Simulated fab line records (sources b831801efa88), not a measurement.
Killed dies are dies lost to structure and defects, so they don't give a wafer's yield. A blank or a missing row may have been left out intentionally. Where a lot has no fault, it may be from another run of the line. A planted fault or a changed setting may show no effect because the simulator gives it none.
fab line records	flow sfq_line
[record] lots = 15	wafers = 43	last_day = 86
route steps=325 shown I0@44
lots that met no fault: taken from a fault-free run of the same line
start_h: the number of hours between the record's first day and the start of the first shown wafer of the lot	wait_h: how many hours have passed since the lot's step before this one	" the same as in the row above	L1.1+2: a single row standing in for several wafers	- value missing, or start not given	* or withheld: withheld	< > ~ a bound
route shown NAME@n: a module of which the file shows steps, and the number in the route of the first	usual: the fault-free wafers' mean and standard deviation	same: alike in all rows	chamber/n: place in a boat	sites: per-site readings	_std_site: their standard deviation	_edge_site: the outer-site mean with the inner-site mean subtracted	radius_mm: for every site, how far away it sits from the centre of the wafer	mask NAME#n: copy n	behind: the most recent tool/chamber to have shaped the wafer	hold: why the lot went on hold/how many hours it stayed there/how the hold came to an end	device: the n, p or np transistor that did not switch	end of line: at the end of the route, the tests of the same wafers	for a step that has no rows: nothing shown but its recipe	killed: the dies lost at the first sort to structure and to defects; this is not the yield of the wafer	map: dies across one wafer; x = killed, . = not, _ = none there
set.NAME: the run value of the setting; set.NAME@STEP: its run value at that earlier step	model.NAME: the simulator's own value behind a step, which no gauge read
one table for each step of the route and one row for each wafer, over a sample of lots
services: the hour from which a tool's chamber was out of use, counted from the record's first day as start_h (under 0 if before that day), plus the number of hours and why
[[steps]]
[step SFQ_TRILAYER_I0_CMP_CMP_028]
[recipe] material = SiO2	down_force_psi = 3	platen_rpm = 60	pad_velocity_m_s = 0.94248
[usual] motor_current_A = 9.9/0.52	slurry_flow_ml_min = 150.0/0.5	time_to_endpoint_s = 213/7.2
lot.wafer	tool	chamber	start_h	wait_h	motor_current_A	slurry_flow_ml_min	time_to_endpoint_s
L609.3	cmp-02	2	235.25	0.5	10.5	150.6	216
L609.1	"	3	"	"	9.6	150.5	214
L609.2	"	0	"	"	9.5	149.9	212
L610.4	cmp-02	1	248.86	0.5	9.9	150.3	221
L610.2	"	3	249.86	1.5	9.5	149.9	206
L610.6	"	0	"	"	9.7	149.7	220
L611.1	cmp-01	1	255.60	0.6	9.7	150.3	222
L611.2	"	3	256.60	1.6	9.3	150.0	208
L611.4	"	0	"	"	10.5	150.8	220
L612.3	cmp-02	3	276.63	0.0	9.6	149.2	201
L612.1	"	2	278.13	1.5	10.5	149.9	217
L612.6	"	0	279.13	2.5	9.6	150.3	217
L613.1	cmp-01	3	285.96	0.5	9.4	150.3	198
L613.2	"	1	286.96	1.5	9.3	149.8	226
L613.5	"	3	287.96	2.5	9.8	149.5	209
L614.4	cmp-02	2	295.47	0.6	10.6	150.5	220
L614.3	"	3	"	"	9.5	149.6	213
L614.1	"	1	296.97	2.1	10.3	150.5	206
L617.4	cmp-02	3	318.59	0.0	9.0	149.5	208
L617.3	"	0	"	"	9.7	150.6	207
L617.1	"	1	"	"	10.1	150.1	205
L618.3	cmp-02	0	323.39	0.0	9.7	149.8	214
L618.1	"	1	"	"	10.0	149.3	200
L618.2	"	2	"	"	10.7	149.4	215
L620.4	cmp-02	0	337.52	0.0	9.8	148.8	214
L620.3	"	3	339.02	1.5	9.4	149.5	219
L623.3	cmp-02	2	364.67	0.5	10.8	150.4	226
L623.4	"	3	"	"	9.7	150.5	215
L623.6	"	2	366.67	2.5	10.7	149.4	223
L624.1	cmp-02	0	375.09	0.0	9.7	150.2	223
L624.4	"	2	376.09	1.0	10.5	151.3	220
L629.1	cmp-02	1	452.92	1.0	10.1	150.2	198
L629.2	"	2	"	"	10.3	150.1	207
L629.5	"	0	454.42	2.5	9.8	150.5	213
L630.2	cmp-01	1	466.26	0.5	9.9	150.3	217
L630.3	"	2	"	"	10.2	150.1	209
L630.1	"	3	"	"	9.6	150.5	203
L631.2	cmp-02	2	471.63	0.7	11.1	149.0	219
L631.4	"	0	472.63	1.6	9.3	150.3	223
L631.5	"	3	474.13	3.1	9.2	149.6	216
L632.3	cmp-02	2	479.36	0.5	10.7	150.1	220
L632.2	"	0	480.36	1.5	9.6	149.4	213
L632.6	"	1	"	"	10.1	148.9	213
[step SFQ_I0_BOW_MEAS_907]
[recipe] mode = bow
[usual] I0_BOW = -1/6.5
lot.wafer	tool	chamber	start_h	wait_h	I0_BOW[um]
L609.1	film_metro-02	-	237.75	1.5	-10
L609.2	"	-	"	"	-12
L609.3	"	-	"	"	-4
L610.2	film_metro-04	-	251.38	1.0	-4
L610.4	"	-	"	"	1
L610.6	"	-	"	"	-2
L611.1	film_metro-04	-	258.60	2.5	-4
L611.2	"	-	"	"	-8
L611.4	"	-	"	"	3
L612.1	film_metro-01	-	279.63	1.0	-2
L612.3	"	-	"	"	-3
L612.6	"	-	"	"	-1
L613.1	film_metro-04	-	288.46	2.0	14
L613.2	"	-	"	"	4
L613.5	"	-	"	"	-4
L614.1	film_metro-01	-	298.47	1.0	-5
L614.3	"	-	"	"	-7
L614.4	"	-	"	"	2
L617.1	film_metro-01	-	321.59	1.5	-1
L617.3	"	-	"	"	-1
L617.4	"	-	"	"	-5
L618.1	film_metro-02	-	326.39	2.0	0
L618.2	"	-	"	"	6
L618.3	"	-	"	"	-3
L620.3	film_metro-01	-	340.56	1.0	10
L620.4	"	-	"	"	15
L620.3	film_metro-01	-	342.70	2.1	-
L620.4	"	-	"	"	-
L623.3	film_metro-04	-	367.21	2.0	0
L623.4	"	-	"	"	1
L623.6	"	-	"	"	-2
L623.3	film_metro-04	-	368.53	1.3	-
L623.4	"	-	"	"	-
L623.6	"	-	"	"	-
L624.1	film_metro-02	-	378.09	2.5	-4
L624.4	"	-	"	"	-6
L624.1	film_metro-02	-	379.41	1.3	-
L624.4	"	-	"	"	-
L629.1	film_metro-02	-	454.92	1.5	11
L629.2	"	-	"	"	1
L629.5	"	-	"	"	-1
L630.1	film_metro-04	-	469.26	1.5	10
L630.2	"	-	"	"	5
L630.3	"	-	"	"	-8
L631.2	film_metro-02	-	474.65	2.5	-12
L631.4	"	-	"	"	-3
L631.5	"	-	"	"	-9
L632.2	film_metro-02	-	481.88	1.0	0
L632.3	"	-	"	"	-2
L632.6	"	-	"	"	-3
[step SFQ_TRILAYER_I0_METRO_MEASURE_029]
[usual] thk_nm = 200.0/1.2
lot.wafer	tool	chamber	start_h	wait_h	thk_nm
L609.1	film_metro-02	-	237.87	0.1	200.0
L609.2	"	-	"	"	200.8
L609.3	"	-	"	"	201.1
L610.2	film_metro-04	-	251.68	0.3	199.4
L610.4	"	-	"	"	199.0
L610.6	"	-	"	"	199.2
L611.1	film_metro-04	-	258.72	0.1	202.1
L611.2	"	-	"	"	200.1
L611.4	"	-	"	"	201.0
L612.1	film_metro-01	-	279.75	0.1	199.9
L612.3	"	-	"	"	199.0
L612.6	"	-	"	"	199.0
L613.1	film_metro-04	-	288.58	0.1	197.0
L613.2	"	-	"	"	200.9
L613.5	"	-	"	"	198.3
L614.1	film_metro-01	-	298.59	0.1	198.9
L614.3	"	-	"	"	199.6
L614.4	"	-	"	"	200.8
L617.1	film_metro-01	-	321.71	0.1	200.3
L617.3	"	-	"	"	202.2
L617.4	"	-	"	"	200.8
L618.1	film_metro-02	-	326.51	0.1	199.9
L618.2	"	-	"	"	201.4
L618.3	"	-	"	"	200.4
L620.3	film_metro-01	-	347.34	4.6	185.7
L620.4	"	-	"	"	200.9
L620.3	film_metro-01	-	348.71	1.2	185.4
L620.4	"	-	"	"	201.0
L623.3	film_metro-04	-	374.44	5.9	187.1
L623.4	"	-	"	"	200.5
L623.6	"	-	"	"	202.0
L623.3	film_metro-04	-	376.27	1.6	187.1
L623.4	"	-	"	"	200.5
L623.6	"	-	"	"	202.0
L624.1	film_metro-02	-	381.91	2.5	185.6
L624.4	"	-	"	"	200.3
L624.1	film_metro-02	-	383.27	1.2	185.8
L624.4	"	-	"	"	200.4
L629.1	film_metro-02	-	455.04	0.1	199.7
L629.2	"	-	"	"	201.0
L629.5	"	-	"	"	199.8
L630.1	film_metro-04	-	469.38	0.1	197.2
L630.2	"	-	"	"	201.9
L630.3	"	-	"	"	199.3
L631.2	film_metro-02	-	474.95	0.3	201.9
L631.4	"	-	"	"	201.5
L631.5	"	-	"	"	199.4
L632.2	film_metro-02	-	482.18	0.3	199.8
L632.3	"	-	"	"	200.2
L632.6	"	-	"	"	199.8
[step SFQ_TRILAYER_I0_VIA_ETCH_VIA_ETCH_034]
[recipe] target = SiO2	stop_on = Nb	mask_material = PR	taper_deg = 20	chemistry = CHF3	target_depth_nm = 260	source_w = 500	bias_w = 80	pressure_mtorr = 30	time_s = withheld
[usual] drypump_motor_current_A = 5.6/0.31	oes_product_au = 0.855/0.0056
lot.wafer	tool	chamber	start_h	wait_h	drypump_motor_current_A	oes_product_au
L609.1	rie_diel-04	1	354.64	0.0	6.0	0.848
L609.2	"	3	"	"	5.4	0.853
L609.3	"	2	"	"	5.2	0.857
L610.2	rie_diel-02	1	380.09	0.0	5.8	0.863
L610.4	"	3	"	"	5.8	0.846
L610.6	"	0	"	"	5.5	0.846
L611.1	rie_diel-02	0	388.49	0.0	5.5	0.859
L611.2	"	3	"	"	5.8	0.858
L611.4	"	1	"	"	5.8	0.862
L612.1	rie_diel-02	3	413.69	0.0	5.8	0.848
L612.3	"	0	"	"	5.5	0.846
L612.6	"	0	"	"	5.5	0.848
L613.1	rie_diel-02	2	423.29	0.0	5.6	0.856
L613.2	"	0	"	"	5.5	0.855
L613.5	"	0	"	"	5.4	0.852
L614.1	rie_diel-04	2	434.56	0.0	5.2	0.855
L614.3	"	2	"	"	5.2	0.852
L614.4	"	0	"	"	5.8	0.848
L617.1	rie_diel-02	3	453.86	0.0	5.7	0.851
L617.3	"	1	"	"	5.8	0.857
L617.4	"	2	"	"	5.6	0.858
L618.1	rie_diel-02	1	470.66	0.0	5.8	0.858
L618.2	"	0	"	"	5.5	0.864
L618.3	"	2	"	"	5.6	0.851
L620.3	rie_diel-04	1	486.26	0.0	6.0	0.826
L620.4	"	3	"	"	5.4	0.854
L623.3	rie_diel-02	3	515.17	0.0	5.8	0.827
L623.4	"	1	"	"	5.7	0.853
L623.6	"	3	"	"	5.8	0.863
L624.1	rie_diel-02	3	527.17	0.0	5.8	0.816
L624.4	"	1	"	"	5.8	0.853
L629.1	rie_diel-02	1	612.66	0.0	5.7	0.853
L629.2	"	3	"	"	5.8	0.857
L629.5	"	0	"	"	5.5	0.856
L630.1	rie_diel-03	1	627.30	0.0	4.8	0.850
L630.2	"	2	"	"	6.1	0.862
L630.3	"	0	"	"	5.8	0.853
L631.2	rie_diel-03	3	633.30	0.0	5.1	0.863
L631.4	"	3	"	"	5.1	0.848
L631.5	"	0	"	"	5.8	0.855
L632.2	rie_diel-02	3	639.30	0.0	5.8	0.858
L632.3	"	0	"	"	5.4	0.857
L632.6	"	3	"	"	5.8	0.857
[[services]]
tool	chamber	start_h	hours	kind
film_metro-02	-	228.13	1.1	pm
film_metro-02	-	267.48	3.1	pm
rie_diel-02	1	292.59	14.3	repair
cmp-02	-	293.40	1.1	repair
rie_diel-02	-	312.66	0.5	repair
cmp-02	-	327.23	0.7	repair
cmp-02	-	347.01	5.6	pm
cmp-02	-	353.64	1.2	repair
rie_diel-02	2	391.68	6.4	repair
rie_diel-02	0	398.65	9.3	repair
cmp-02	-	409.35	4.0	pm
rie_diel-02	2	413.32	5.1	repair
cmp-02	-	423.12	4.5	repair
film_metro-02	-	423.92	0.9	pm
film_metro-02	-	467.60	0.7	pm
rie_diel-02	3	473.73	12.4	repair
film_metro-02	-	501.06	1.3	pm
rie_diel-02	2	511.69	12.7	repair
cmp-02	-	516.14	2.0	repair
rie_diel-02	-	546.72	2.8	pm
rie_diel-02	3	552.27	40.7	repair
rie_diel-02	1	566.85	6.0	repair
rie_diel-02	2	572.82	10.1	repair
cmp-02	-	626.38	3.4	repair
[[key]]
[first_sign] step = SFQ_I0_BOW_MEAS_907	reading = visit	direction = added
[effect] step = SFQ_TRILAYER_I0_METRO_MEASURE_029	reading = visit	direction = added
[effect] step = SFQ_TRILAYER_I0_METRO_MEASURE_029	reading = thk_nm	direction = down	sigmas = 11	usual = 200.0	struck = 186.1
[effect] step = SFQ_TRILAYER_I0_VIA_ETCH_VIA_ETCH_034	reading = oes_product_au	direction = down	sigmas = 5.6	usual = 0.855	struck = 0.823
met_at SFQ_TRILAYER_I0_CMP_CMP_028
struck_lots L620,L623,L624
struck_wafers L620.3,L623.3,L624.1
onset_between 323.39 337.52
[fault] kind = process_parameter_drift	tool = cmp-02	chamber = -	onset_h = 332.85	steps = SFQ_TRILAYER_I0_CMP_CMP_028	channel = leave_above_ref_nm	offset = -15	shape = step	end_h = 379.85	scope = struck_wafers_only	acts_in = these_recipes_only	stated = 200
